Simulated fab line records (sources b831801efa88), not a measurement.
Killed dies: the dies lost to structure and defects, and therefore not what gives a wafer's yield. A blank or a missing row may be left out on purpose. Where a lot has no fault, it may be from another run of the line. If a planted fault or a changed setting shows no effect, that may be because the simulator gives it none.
The tool behind it: which one?    flow sky130    11 lots, 33 wafers sampled, at 4 steps of a route of 708

== WHAT EACH GAUGE READ, for each wafer ==
SKY_POLY_GATE_CD_MEAS_13: target cd 150 nm. Usual: 150.3 nm for cd_nm, sd 1.1.
lot   measured      on         cd_nm (nm)         flag
L685  day 15 17:55  cd_sem-01  149.0 149.4 147.9  
L686  day 16 18:44  cd_sem-01  149.4 150.0 148.9  
L687  day 16 20:59  cd_sem-02  151.5 150.0 150.4  
L688  day 17 05:10  cd_sem-01  150.2 150.0 149.5  
L695  day 20 07:13  cd_sem-01  150.2 149.1 149.6  
L702  day 23 00:34  cd_sem-01  150.8 151.4 150.6  
L700  day 23 01:37  cd_sem-01  149.3 149.3 148.8  
L704  day 23 10:38  cd_sem-02  149.8 149.8 148.6  
L705  day 24 03:52  cd_sem-02  149.7 149.9 149.5  
L708  day 24 20:29  cd_sem-02  149.4 150.2 150.5  
L707  day 25 01:16  cd_sem-01  151.8 151.5 150.1  

SKY_SPACER_THK_MEAS_01. Usual: SPACER_CVD_00_THK gives 43.1 nm (standard deviation 0.43).
lot   measured      on             SPACER_CVD_00_THK (nm)         flag
L685  day 22 06:49  film_metro-04  42.7 42.9 42.9                 
L686  day 23 05:56  film_metro-02  75.1 74.9 75.4 75.2 74.9 75.4  OFF
L687  day 23 07:44  film_metro-02  74.3 74.8 74.1 74.2 74.8 74.2  OFF
L688  day 23 17:46  film_metro-01  75.9 75.8 75.4 75.9 75.9 75.3  OFF
L695  day 26 18:46  film_metro-04  42.9 43.1 42.6                 
L702  day 29 06:11  film_metro-02  43.7 43.3 44.0                 
L700  day 29 08:46  film_metro-01  42.8 42.8 42.9                 
L704  day 29 15:43  film_metro-02  43.3 43.2 42.9                 
L705  day 30 10:35  film_metro-04  42.7 42.9 42.7                 
L708  day 30 23:40  film_metro-01  42.7 43.0 42.8                 
L707  day 31 05:02  film_metro-01  43.2 43.2 43.6                 

== WHICH TOOL RAN EACH LOT (tool, then ch and the chambers of the sampled wafers, then the start) ==
lot   SKY_LDD_N_STRIP_16                    SKY_SPACER_CVD_00
L685  plasma_asher-03 ch 1, day 17 01:22    lpcvd-02 ch 0, day 22 05:00
L686  plasma_asher-04 ch 1, day 18 02:10    lpcvd-02 ch 0, day 23 04:07
L687  plasma_asher-04 ch 0,1, day 18 03:46  lpcvd-02 ch 0, day 23 05:56
L688  plasma_asher-04 ch 0,1, day 18 12:58  lpcvd-02 ch 0, day 23 15:56
L695  plasma_asher-03 ch 0,1, day 21 17:04  lpcvd-02 ch 1, day 26 17:32
L702  plasma_asher-01 ch 0,1, day 24 09:19  lpcvd-02 ch 1, day 29 04:59
L700  plasma_asher-01 ch 0,1, day 24 10:31  lpcvd-02 ch 1, day 29 07:33
L704  plasma_asher-03 ch 0,1, day 24 19:50  lpcvd-02 ch 0, day 29 14:29
L705  plasma_asher-04 ch 0,1, day 25 12:16  lpcvd-02 ch 1, day 30 09:23
L708  plasma_asher-03 ch 0, day 26 04:07    lpcvd-02 ch 1, day 30 22:26
L707  plasma_asher-03 ch 0,1, day 26 08:52  lpcvd-02 ch 1, day 31 03:14
- SKY_LDD_N_STRIP_16: strips in O2/N2.
- SKY_SPACER_CVD_00: deposits Si3N4 from DCS/NH3, target thk 43.1 nm, time 740 s.

== AS READ BY THE TOOLS THEMSELVES (means over the sampled wafers that have a number; for cases with no such wafer, the mark the record gives instead) ==
SKY_LDD_N_STRIP_16. Usual: drypump_motor_current_A 5.6 A, standard deviation 0.41; oes_product_au 0.407 a.u., standard deviation 0.0052; strip_time_to_endpoint_s 4.317 s, standard deviation 0.013.
lot   tool             drypump_motor_current_A (A)  oes_product_au (a.u.)  strip_time_to_endpoint_s (s)  flag
L685  plasma_asher-03  5.7                          0.403                  4.321                         
L686  plasma_asher-04  6.0                          0.405                  4.317                         
L687  plasma_asher-04  6.1                          0.407                  4.300                         
L688  plasma_asher-04  6.1                          0.405                  4.332                         
L695  plasma_asher-03  5.7                          0.407                  4.313                         
L702  plasma_asher-01  5.0                          0.407                  4.337                         
L700  plasma_asher-01  5.0                          0.406                  4.316                         
L704  plasma_asher-03  5.7                          0.409                  4.313                         
L705  plasma_asher-04  6.0                          0.408                  4.318                         
L708  plasma_asher-03  5.5                          0.408                  4.326                         
L707  plasma_asher-03  5.6                          0.413                  4.316                         

SKY_SPACER_CVD_00. Usual: pressure_mtorr 250.0 mTorr, standard deviation 0.49; spike_tc_bottom_C 787.7 C, standard deviation 2.3; spike_tc_centre_C 771.0 C, standard deviation 1.2; spike_tc_lower_C 771.9 C, standard deviation 1.2; spike_tc_top_C 783.4 C, standard deviation 1.1; spike_tc_upper_C 770.1 C, standard deviation 1.3; susceptor_temp_C 770.0 C, standard deviation 0.37; zone_power_bottom_pct 18.2 %, standard deviation 0.84; zone_power_centre_pct 13.81 %, standard deviation 0.18; zone_power_lower_pct 12.74 %, standard deviation 0.15; zone_power_top_pct 27.8 %, standard deviation 0.71; zone_power_upper_pct 12.1 %, standard deviation 0.79.
lot   tool      pressure_mtorr (mTorr)  spike_tc_bottom_C (C)  spike_tc_centre_C (C)  spike_tc_lower_C (C)  spike_tc_top_C (C)  spike_tc_upper_C (C)  susceptor_temp_C (C)  zone_power_bottom_pct (%)  zone_power_centre_pct (%)  zone_power_lower_pct (%)  zone_power_top_pct (%)  zone_power_upper_pct (%)  flag
L685  lpcvd-02  249.6                   789.9                  772.0                  771.6                 782.6               769.6                 769.8                 19.0                       13.57                      12.80                     28.9                    13.3                      
L686  lpcvd-02  250.3                   841.4                  823.4                  822.3                 832.7               821.0                 821.5                 21.9                       15.60                      14.64                     31.5                    15.0                      OFF
L687  lpcvd-02  250.3                   842.4                  824.4                  822.3                 832.5               820.4                 821.7                 21.9                       15.51                      14.79                     31.6                    15.0                      OFF
L688  lpcvd-02  250.9                   842.4                  823.0                  822.8                 832.4               820.4                 821.9                 21.8                       15.36                      14.66                     31.9                    15.1                      OFF
L695  lpcvd-02  250.5                   786.7                  771.2                  772.4                 784.3               769.5                 769.9                 17.4                       13.84                      12.86                     27.3                    11.5                      
L702  lpcvd-02  250.1                   785.2                  771.1                  772.2                 783.0               770.0                 769.6                 17.4                       14.01                      12.71                     27.3                    11.6                      
L700  lpcvd-02  249.4                   786.2                  770.1                  771.9                 785.0               770.0                 770.2                 17.5                       13.87                      12.74                     27.4                    11.5                      
L704  lpcvd-02  250.3                   791.4                  773.2                  770.1                 782.4               768.8                 769.6                 19.3                       13.69                      12.86                     28.7                    13.1                      
L705  lpcvd-02  250.3                   785.9                  770.5                  772.2                 784.1               771.1                 769.7                 17.6                       13.90                      12.68                     27.5                    11.5                      
L708  lpcvd-02  249.6                   785.4                  770.3                  773.1                 784.8               770.8                 770.3                 17.5                       13.93                      12.57                     27.3                    11.5                      
L707  lpcvd-02  250.2                   786.3                  771.7                  772.6                 783.8               769.7                 770.2                 17.5                       13.99                      12.68                     27.1                    11.5                      

== THE ANSWER, worked out from the rows above alone ==
Rule: a lot is off if the mean of its wafers that have a number lies more than 3 standard deviations from the usual mean. A lot without any number at a reading at which 4 lots or more have one is off too. All remaining lots with rows at the step are treated as sound. The gauges are gone through in route order, then the tools' own readings, and for those a lot's mean is taken as printed above. The first step at which some lot is off is used, and at that step the reading that is off furthest; a lot without a number counts as furthest.
Off: L686, L687, L688, at SKY_SPACER_THK_MEAS_01 (SPACER_CVD_00_THK).
If a tool, at a process step before that reading, ran all the lots that are off and no sound lot after the first of them, it fits. The gauges at SKY_SPACER_THK_MEAS_01 aren't tried: what is off there is off at SKY_SPACER_CVD_00 too, on other tools, and a gauge's error can't cause that. Of those tried, none fits.

== WHAT THE SIMULATOR HAD PUT IN ==
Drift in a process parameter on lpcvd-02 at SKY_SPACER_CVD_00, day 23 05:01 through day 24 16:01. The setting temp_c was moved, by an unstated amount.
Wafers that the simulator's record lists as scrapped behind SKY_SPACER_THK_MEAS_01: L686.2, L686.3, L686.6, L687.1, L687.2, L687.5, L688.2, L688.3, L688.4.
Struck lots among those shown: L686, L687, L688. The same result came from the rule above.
